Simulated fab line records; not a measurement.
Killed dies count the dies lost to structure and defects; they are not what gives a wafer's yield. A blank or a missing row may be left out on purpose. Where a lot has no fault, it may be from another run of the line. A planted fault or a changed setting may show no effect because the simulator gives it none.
Comparing a struck lot with a sound one ; flow sky130 ; 15 steps out of a route of 708
Sound: these wafers, L922.2, L922.3, L922.4. The struck wafers were L934.2, L934.3, L934.6. The cause is given at the end.
For every step that has rows: the tool of each side, followed by ch and its chambers, followed by its first start. Under that, the readings that differ: sound wafers ; struck wafers ; difference of the means ; sigmas: that difference in standard deviations of wafers without a fault.
alike: readings whose means differ by less than 2 such deviations, and words and numbers that are the same on both sides. not compared: withheld readings, readings that some wafer has no value for, bounds like >300 that may hide the same value, and numbers for which the record gives no deviation and whose values overlap.
Wherever a step has rows on one side only, a row that says differs or no value, or a row with sigmas, the two part there. When numbers do not overlap yet have no deviation, they are printed without sigmas and do not part them. Lack of a reading on every wafer of one side parts them only where that side has two or more wafers.

first, 1 step without rows for these wafers: SKY_PWDE_IMPLANT_08.
SKY_PWDE_STRIP_09: strips in O2/N2.
  sound on plasma-asher-02 ch 0,1, day 4 16:44; struck on plasma-asher-04 ch 0,1, day 7 16:42
  alike: drypump-motor-current-A, oes-product-au, strip-time-to-endpoint-s
  not compared: rf-hours-counter-h
SKY_PWDE_TW_MEAS_10:
  sound on film-metro-01 at day 4 16:50; struck on film-metro-01 at day 7 16:49
  alike: PWDE_TW
then, 7 steps without rows for these wafers: SKY_NWELL_DEHYDRATE_03 (time 60 s); SKY_NWELL_HMDS_04 (prime time 60 s); SKY_NWELL_COAT_05 (resist thk 3000 nm); SKY_NWELL_SOFTBAKE_06; SKY_NWELL_EXPOSE_07 (exposes mask NWM, target cd 840 nm); SKY_NWELL_PEB_08; SKY_NWELL_DEVELOP_09 (develop time 60 s).
SKY_NWELL_OVL_MEAS_10:
  sound on overlay-01 at day 5 10:47; struck on overlay-01 at day 8 12:33
  alike: NWELL_00_OVL
next, for these wafers, 1 step has no rows: SKY_NWELL_IMPLANT_11.
SKY_NWELL_IMPLANT_12:
  sound on implanter-04 ch 0, day 5 10:59; struck on implanter-03 ch 0, day 8 12:46
reading;sound;struck;difference;sigmas
beam-energy-keV;120.01 120.05 120.03;114.83 114.82 114.81;-5.21;-99 or more
model.implant.rp-nm (nm);148.3 148.3 148.3;141.4 141.4 141.4;-6.9;
  alike: faraday-current-uA
next, for these wafers, 1 step has no rows: SKY_NWELL_IMPLANT_13.
-- the record jumps here: 42 days lie between the struck wafers' starts before and after (it left off in module NWELL and takes up again in module PAD_OPEN, whose first step shown is number 708 of the route) --
SKY_PAD_OPEN_PROBE_99:
  sound on prober-01 at day 46 08:07; struck on prober-01 at day 50 10:17
reading;sound;struck;difference;sigmas
model.etest.pfet-g5v0d10v5.vt-long-v (V);-0.9203 -0.9271 -0.9334;-0.9509 -0.9477 -0.9475;-0.0218;
  alike: killed_at_M0_to_M3, killed_at_M4_up, killed-at-contacts, killed-at-front-end, killed-at-other, killed-dies, killed-open, killed-short

## WHERE THEY PART
Only at SKY_NWELL_IMPLANT_12, as far as this record shows. Later steps at which nothing parts them and some readings are alike: SKY_PAD_OPEN_PROBE_99.

WHY: whatever the simulator had introduced
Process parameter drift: implanter-03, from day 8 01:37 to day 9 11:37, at SKY_NWELL_IMPLANT_12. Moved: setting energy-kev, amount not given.
